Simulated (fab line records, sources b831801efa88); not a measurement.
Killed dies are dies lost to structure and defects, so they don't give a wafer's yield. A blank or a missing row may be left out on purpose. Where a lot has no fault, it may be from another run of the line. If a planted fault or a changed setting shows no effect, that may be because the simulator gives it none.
A sampling plan put to the test + flow gf180mcu + one fab line, 13 faults that these records tell of, each judged on the records of the lots that it struck
Plan = the line's own looks (route steps where a gauge or an inspection reads the wafer without altering it). Where struck wafers have a number at a look and the file lists that look's usual mean and standard deviation on fault-free wafers, the look can be judged. Caught: at a look after the fault's first step, the mean of the struck wafers lies 4 or more of those standard deviations (sigma) from the usual mean. On the tool: the fault's steps, tested the same way using the tool's own readings. A different recipe on the struck wafers counts as caught too, as does a record blank only for those wafers.

== THE FAULTS, as the simulator had put them in ==
1. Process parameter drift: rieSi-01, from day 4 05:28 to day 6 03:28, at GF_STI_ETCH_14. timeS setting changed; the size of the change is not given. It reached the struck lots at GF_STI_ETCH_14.
2. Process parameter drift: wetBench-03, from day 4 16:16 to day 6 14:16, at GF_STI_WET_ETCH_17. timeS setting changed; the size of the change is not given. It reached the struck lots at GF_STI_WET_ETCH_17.
3. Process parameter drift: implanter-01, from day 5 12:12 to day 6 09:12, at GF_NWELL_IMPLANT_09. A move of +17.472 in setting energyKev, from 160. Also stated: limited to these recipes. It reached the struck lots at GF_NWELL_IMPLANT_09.
4. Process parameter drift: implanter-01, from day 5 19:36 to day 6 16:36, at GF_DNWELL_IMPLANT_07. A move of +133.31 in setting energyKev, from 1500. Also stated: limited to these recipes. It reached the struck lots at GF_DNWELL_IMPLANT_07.
5. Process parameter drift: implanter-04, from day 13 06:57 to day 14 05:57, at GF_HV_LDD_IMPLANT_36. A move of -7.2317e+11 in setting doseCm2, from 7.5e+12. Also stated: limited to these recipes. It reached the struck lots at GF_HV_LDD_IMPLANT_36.
6. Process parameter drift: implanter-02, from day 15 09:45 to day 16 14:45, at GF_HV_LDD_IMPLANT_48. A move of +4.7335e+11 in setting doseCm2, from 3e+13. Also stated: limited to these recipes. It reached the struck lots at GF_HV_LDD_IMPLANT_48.
7. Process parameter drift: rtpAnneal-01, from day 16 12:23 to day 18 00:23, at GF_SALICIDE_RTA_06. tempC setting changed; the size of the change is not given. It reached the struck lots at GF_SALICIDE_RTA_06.
8. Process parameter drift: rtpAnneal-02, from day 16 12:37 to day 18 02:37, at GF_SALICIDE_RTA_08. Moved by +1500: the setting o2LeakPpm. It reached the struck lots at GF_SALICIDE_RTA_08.
9. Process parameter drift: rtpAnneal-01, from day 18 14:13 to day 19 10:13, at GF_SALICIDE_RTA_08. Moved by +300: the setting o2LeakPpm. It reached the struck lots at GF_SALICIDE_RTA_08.
10. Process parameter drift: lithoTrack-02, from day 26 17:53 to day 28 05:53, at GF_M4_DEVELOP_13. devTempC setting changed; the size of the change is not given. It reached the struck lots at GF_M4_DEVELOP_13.
11. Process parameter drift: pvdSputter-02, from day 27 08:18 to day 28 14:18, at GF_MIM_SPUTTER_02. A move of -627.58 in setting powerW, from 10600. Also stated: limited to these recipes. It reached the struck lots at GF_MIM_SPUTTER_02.
12. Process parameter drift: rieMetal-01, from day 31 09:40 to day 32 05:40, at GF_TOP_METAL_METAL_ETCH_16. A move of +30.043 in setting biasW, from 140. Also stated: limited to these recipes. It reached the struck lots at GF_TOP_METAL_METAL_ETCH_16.
13. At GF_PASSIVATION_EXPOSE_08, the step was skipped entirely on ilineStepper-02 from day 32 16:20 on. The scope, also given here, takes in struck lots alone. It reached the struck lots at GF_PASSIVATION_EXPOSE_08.

== WHAT THE PLAN SAW ==
| fault | on the tool itself                   | first look that catches it                      | reading, sigma | median hours from its first step to that look | hours from the fault's start to the first struck lot there | judged looks passed uncaught |
|-------|--------------------------------------|-------------------------------------------------|----------------|-----------------------------------------------|------------------------------------------------------------|------------------------------|
| 1     | runLengthS +12 sigma                 | not the one look that can be judged after it    | -              | -                                             | -                                                          | 1                            |
| 2     | runLengthS +99 or beyond sigma       | not the one look that can be judged after it    | -              | -                                             | -                                                          | 1                            |
| 3     | beamEnergyKeV +99 or beyond sigma    | not the one look that can be judged after it    | -              | -                                             | -                                                          | 1                            |
| 4     | beamEnergyKeV +99 or beyond sigma    | none of the 2 looks that can be judged after it | -              | -                                             | -                                                          | 2                            |
| 5     | doseIonsCm2 -85 sigma                | no look after it can be judged                  | -              | -                                             | -                                                          | 0                            |
| 6     | doseIonsCm2 +15 sigma                | not the one look that can be judged after it    | -              | -                                             | -                                                          | 1                            |
| 7     | wafer_temp_C_max -99 or beyond sigma | no look after it can be judged                  | -              | -                                             | -                                                          | 0                            |
| 8     | chamberO2Ppm +99 or beyond sigma     | none of the 2 looks that can be judged after it | -              | -                                             | -                                                          | 2                            |
| 9     | chamberO2Ppm +99 or beyond sigma     | none of the 3 looks that can be judged after it | -              | -                                             | -                                                          | 3                            |
| 10    | developerTempC +7.8 sigma            | no look after it can be judged                  | -              | -                                             | -                                                          | 0                            |
| 11    | cathodeDcPowerW -99 or beyond sigma  | no look after it can be judged                  | -              | -                                             | -                                                          | 0                            |
| 12    | biasW +72 sigma                      | no look after it can be judged                  | -              | -                                             | -                                                          | 0                            |
| 13    | no reading that can be judged        | no look after it can be judged                  | -              | -                                             | -                                                          | 0                            |
A dash: the fault is not caught, or the number is missing from these records.

Caught at a look: 0 of 13. Caught on the tool: 12 of 13. By one or the other: 12 of 13.
Caught on the tool alone: faults 1, 2, 3, 4, 5, 6, 7, 8, 9, 10, 11, 12.
Caught by neither: fault 13.
